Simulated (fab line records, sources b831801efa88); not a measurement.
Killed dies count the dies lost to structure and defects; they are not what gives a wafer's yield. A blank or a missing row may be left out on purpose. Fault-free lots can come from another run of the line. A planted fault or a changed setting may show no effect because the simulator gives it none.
Which tool was responsible? + flow gf180mcu + route of 602 steps, sampled at 1 step: 14 lots, 42 wafers

## WHAT THE GAUGES SHOWED, per wafer
GF_CONTACT_OVL_MEAS_15. Usual: CONTACT_OVL gives -1 nm (standard deviation 6.3).
| lot  | measured     | on         | CONTACT_OVL (nm) | flag |
|------|--------------|------------|------------------|------|
| L913 | day 15 18:40 | overlay-01 | -5 -10 -14       |      |
| L914 | day 16 00:28 | overlay-01 | -6 -5 -7         |      |
| L915 | day 16 17:13 | overlay-01 | 11 6 13          |      |
| L916 | day 16 21:37 | overlay-01 | 4 -5 2           |      |
| L917 | day 17 13:20 | overlay-01 | 2 -1 0           |      |
| L919 | day 18 04:23 | overlay-02 | -4 -8 7          |      |
| L918 | day 18 04:27 | overlay-01 | -6 1 0           |      |
| L922 | day 20 04:22 | overlay-02 | -5 -8 0          |      |
| L926 | day 21 02:49 | overlay-02 | -2 4 -3          |      |
| L927 | day 21 14:34 | overlay-01 | -13 -6 -5        |      |
| L929 | day 22 07:55 | overlay-01 | -10 -8 -6        |      |
| L931 | day 22 12:02 | overlay-02 | -8 2 3           |      |
| L930 | day 22 13:19 | overlay-01 | -1 -7 -7         |      |
| L936 | day 24 11:31 | overlay-02 | -7 -1 -5         |      |

## EACH LOT AND THE TOOL THAT RAN IT (in order: tool; ch and the chambers of the sampled wafers; start)
No process step before these readings appears in the record.

## AS READ BY THE TOOLS THEMSELVES (means over the sampled wafers that have a number; for cases with no such wafer, the mark the record gives instead)
The record holds no such reading with a usual standard deviation.

## THE ANSWER, worked out from the rows above alone
Rule: take the mean of a lot's wafers that have a number; if it is more than 3 standard deviations from the usual mean, the lot is off. Also off: a lot with no number at a reading for which 4 or more lots have one. The other lots that the step has rows for count as sound. After the gauges, taken in route order, come the tools' own readings; for these a lot's mean is taken, as printed above. The first step at which some lot is off is used, and at that step the reading that is off furthest; a lot without a number counts as furthest.
No lot is off on any of the readings shown, so nothing can be concluded from this.

## WHAT THE SIMULATOR HAD INSERTED
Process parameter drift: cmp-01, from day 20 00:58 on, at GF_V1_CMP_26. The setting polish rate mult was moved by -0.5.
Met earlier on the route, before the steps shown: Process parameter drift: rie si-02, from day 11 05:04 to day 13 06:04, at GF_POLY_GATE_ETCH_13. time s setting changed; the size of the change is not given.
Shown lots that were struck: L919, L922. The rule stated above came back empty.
